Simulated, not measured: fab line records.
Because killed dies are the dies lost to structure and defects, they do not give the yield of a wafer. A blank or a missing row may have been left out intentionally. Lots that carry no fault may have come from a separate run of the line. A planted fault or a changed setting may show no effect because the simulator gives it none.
Which tool was responsible?	flow gf180mcu	21 wafers from 7 lots sampled at 4 of the route's 602 steps

## WHAT THE GAUGES READ, wafer by wafer
GF_DNWELL_TW_MEAS_09.
lot	measured	on	DNWELL_TW
L700	day 3 00:20	film metro-02	1364 1361 1362
L703	day 3 16:25	film metro-04	1351 1351 1356
L707	day 4 13:27	film metro-02	1351 1352 1355
L711	day 5 09:42	film metro-03	1317 1321 1315
L713	day 5 20:58	film metro-02	1348 1344 1349
L716	day 6 13:13	film metro-04	1347 1353 1346
L722	day 7 19:49	film metro-02	31 31 31

## WHAT TOOL EACH LOT RAN ON (gives the tool, then ch and the chambers of the sampled wafers, and finally the start)
lot	GF_STI_ETCH_14	GF_DNWELL_DEVELOP_06	GF_DNWELL_STRIP_08
L700	rie si-02 ch 0,1,3, day 2 07:05	litho track-03 ch 0, day 2 23:00	plasma asher-04 ch 0,1, day 3 00:14
L703	rie si-01 ch 0,1,3, day 2 22:58	litho track-02 ch 0, day 3 16:00	plasma asher-03 ch 0,1, day 3 16:20
L707	rie si-02 ch 1,2, day 3 19:30	litho track-02 ch 0, day 4 13:00	plasma asher-04 ch 0,1, day 4 13:21
L711	rie si-01 ch 0,1,3, day 4 15:16	litho track-02 ch 0, day 5 09:00	plasma asher-04 ch 0,1, day 5 09:36
L713	rie si-01 ch 0,1, day 5 01:09	litho track-03 ch 0, day 5 20:00	plasma asher-03 ch 0,1, day 5 20:52
L716	rie si-02 ch 2,3, day 5 16:12	litho track-04 ch 0, day 6 12:00	plasma asher-03 ch 0,1, day 6 13:07
L722	rie si-02 ch 0,1,3, day 6 23:52	litho track-03, day 7 19:00	plasma asher-03 ch 0,1, day 7 19:43
- GF_STI_ETCH_14: etches Si in HBr/Cl2/O2, target depth 360 nm, time 102.9 s.
- GF_DNWELL_DEVELOP_06: develop time 60 s.
- GF_DNWELL_STRIP_08: strips in O2/N2.

## THE ANSWER, worked out from the rows above alone
Rule: the lots themselves supply what counts as usual. Put in order of their means at a reading, lots are off if they are a third of the lots or fewer, leave a main group of 4 or more, and stand apart from it by a gap of 3 or more times the standard deviation of the main group's means; of several such gaps the widest counts. A main group whose means are all the same, to the digits that the tables above print for the reading, isn't used. Also off: a lot with no number at a reading for which 4 or more lots have one. The other lots that the step has rows for count as sound.
Off: at GF_DNWELL_TW_MEAS_09 (DNWELL_TW), L722. Main group: mean 1347, sd 14.
A tool fits if, at a process step before that reading, it ran every lot that is off, and no sound lot after the first of them. The gauges at GF_DNWELL_TW_MEAS_09 are tried like those tools. Can't be told from this: 4 tools fit, rie si-02 at GF_STI_ETCH_14, litho track-03 at GF_DNWELL_DEVELOP_06, plasma asher-03 at GF_DNWELL_STRIP_08, film metro-02 at GF_DNWELL_TW_MEAS_09.

## WHAT THE SIMULATOR HAD INSERTED
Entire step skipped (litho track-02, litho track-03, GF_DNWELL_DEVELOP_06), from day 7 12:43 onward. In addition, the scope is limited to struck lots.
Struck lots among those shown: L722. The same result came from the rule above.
